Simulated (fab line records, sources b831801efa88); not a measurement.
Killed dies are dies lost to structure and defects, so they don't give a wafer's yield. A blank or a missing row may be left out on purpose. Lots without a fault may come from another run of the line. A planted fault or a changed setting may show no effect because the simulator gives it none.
A struck lot beside a sound one | flow sky130 | 20 steps out of a route of 708
Sound: wafers L292.2, L292.5, L292.6. Struck: wafers L281.1, L281.4, L281.5. The cause comes at the end.
At each step with rows: each side's tool, then ch and its chambers, then its first start. Under that, the readings that differ: sound wafers | struck wafers | difference of the means | sigmas: that difference in standard deviations of wafers without a fault.
alike: readings whose means differ by less than 2 such deviations, and words and numbers that are the same on both sides. not compared: withheld readings, readings that some wafer has no value for, bounds like >300 that may hide the same value, and numbers for which the record gives no deviation and whose values overlap.
The two part at a step that has a row with sigmas, a row that says differs or no value, or rows on one side only. Numbers that don't overlap but have no deviation are shown without sigmas and don't part them. A reading that every wafer of one side lacks parts them only if that side has two wafers or more.

SKY_VIA1_OVL_MEAS_13:
  sound on overlay-01, day 38 10:22; struck on overlay-02, day 34 23:47
  reading       | sound  | struck   | difference | sigmas
  VIA1_OVL (nm) | 1 6 -6 | 13 11 17 | +13        | +2
then, 1 step without rows for these wafers: SKY_VIA1_ETCH_14 (etches BARC in N2/H2, stops on SiO2, time 45.9 s, target depth 60 nm).
SKY_VIA1_ETCH_15: etches SiO2 in C4F8/O2/Ar, stops on TiN, target depth 351 nm, time 54 s.
  sound on rie_diel-02 ch 0,1,2, day 38 10:26; struck on rie_diel-03 ch 1,2, day 34 23:52
  alike: oes_product_au
  not compared: rf_hours_counter_h
SKY_VIA1_STRIP_16: strips in O2/N2.
  sound on plasma_asher-02 ch 0,1, day 38 10:28; struck on plasma_asher-02 ch 0,1, day 34 23:55
  alike: drypump_motor_current_A, oes_product_au, strip_time_to_endpoint_s
  not compared: rf_hours_counter_h
then, 4 steps without rows for these wafers: SKY_VIA1_STRIP_17 (strips in post etch residue remover, time 1200 s); SKY_VIA1_CLEAN_18 (cleans in IPA, time 180 s); SKY_VIA1_CLEAN_19 (cleans in O3/DIW); SKY_VIA1_SPUTTER_20 (material TiN, target thk 20 nm, time 80 s).
SKY_VIA1_CVD_21: deposits W, target thk 270 nm, time 80.902 s.
  sound on cvd_w-01 ch 0,1, day 38 11:08; struck on cvd_w-02 ch 0, day 35 00:34
  reading            | sound       | struck      | difference | sigmas
  heater_power_w (W) | 866 871 876 | 964 927 931 | +70        | +3
SKY_VIA1_RS_MEAS_22: measures by four-point-probe.
  sound on film_metro-02, day 38 11:14; struck on film_metro-04, day 35 00:40
  reading            | sound             | struck            | difference | sigmas
  VIA1_W_RS (ohm/sq) | 0.418 0.428 0.421 | 0.409 0.408 0.407 | -0.014     | -2
SKY_VIA1_THK_MEAS_23: measures by xrf.
  sound on film_metro-02, day 38 11:21; struck on film_metro-04, day 35 00:47
  alike: VIA1_W_THK
SKY_VIA1_CMP_24: polishes, stops on SiO2, t overpolish 15 s, target thk 0 nm.
  sound on cmp-02 ch 2,3, day 38 11:27; struck on cmp-02 ch 0,1, day 35 00:53
  alike: motor_current_A, overpolish_run_s, time_to_endpoint_s
SKY_METAL2_SPUTTER_00: material Ti, target thk 15 nm, time 10 s.
  sound on pvd_sputter-02, day 38 11:42; struck on pvd_sputter-02, day 35 01:08
  no value came back on the struck wafers for cathode_dc_power_W (W), chamber_pressure_pa (Pa), throttle_valve_pct (%); on the sound wafers cathode_dc_power_W (W) reads 3000.2 2999.6 3000.5
then, 2 steps without rows for these wafers: SKY_METAL2_SPUTTER_01 (material TiN, target thk 20 nm, time 16.7 s); SKY_METAL2_SPUTTER_02 (material AlCu, target thk 250 nm, time 13.3 s).
SKY_METAL2_SPUTTER_03: material Ti, target thk 5 nm, time 3.3 s.
  sound on pvd_sputter-02, day 38 11:47; struck on pvd_sputter-02, day 35 01:13
  alike: cathode_dc_power_W, chamber_pressure_pa, throttle_valve_pct
then, 1 step without rows for these wafers: SKY_METAL2_SPUTTER_04 (material TiN, target thk 70 nm, time 58.3 s).
SKY_METAL2_RS_MEAS_05: measures by four-point-probe.
  sound on film_metro-03, day 38 11:52; struck on film_metro-01, day 35 01:34
  alike: METAL2_ALCU_RS
  not compared: hold
SKY_METAL2_THK_MEAS_06: measures by xrf.
  sound on film_metro-03, day 38 11:58; struck on film_metro-01, day 35 04:50
  reading | sound | struck                                                                     | difference                   | sigmas
  hold    | - - - | await_dispo/3.2h/release await_dispo/3.2h/release await_dispo/3.2h/release | no value on the sound wafers |
  alike: METAL2_ALCU_THK
-- the record jumps here: 11 days lie between the struck wafers' starts before and after (it left off in module METAL2 and takes up again in module PAD_OPEN, whose first step shown is number 708 of the route) --
SKY_PAD_OPEN_PROBE_99:
  sound on prober-01, day 49 03:49; struck on prober-01, day 46 11:12
  reading                       | sound             | struck            | difference | sigmas
  killed_at_other               | 1 2 1             | 0 0 0             | -1         | -2
  model.etest.via1_chain.rc_ohm | 16.75 15.79 15.82 | 18.62 17.99 18.42 | +2.22      |
  alike: defect_limited_yield, killed_at_M0_to_M3, killed_at_M4_up, killed_at_contacts, killed_at_front_end, killed_dies, killed_open, killed_short, sort_bin_3_pad_short, sort_bin_5_function, sort_bin_6_memory, sort_n_pass, sort_yield_pct

WHERE THEY PART
First at SKY_VIA1_OVL_MEAS_13; last, within this record, at SKY_PAD_OPEN_PROBE_99.

WHY: what the simulator had put in
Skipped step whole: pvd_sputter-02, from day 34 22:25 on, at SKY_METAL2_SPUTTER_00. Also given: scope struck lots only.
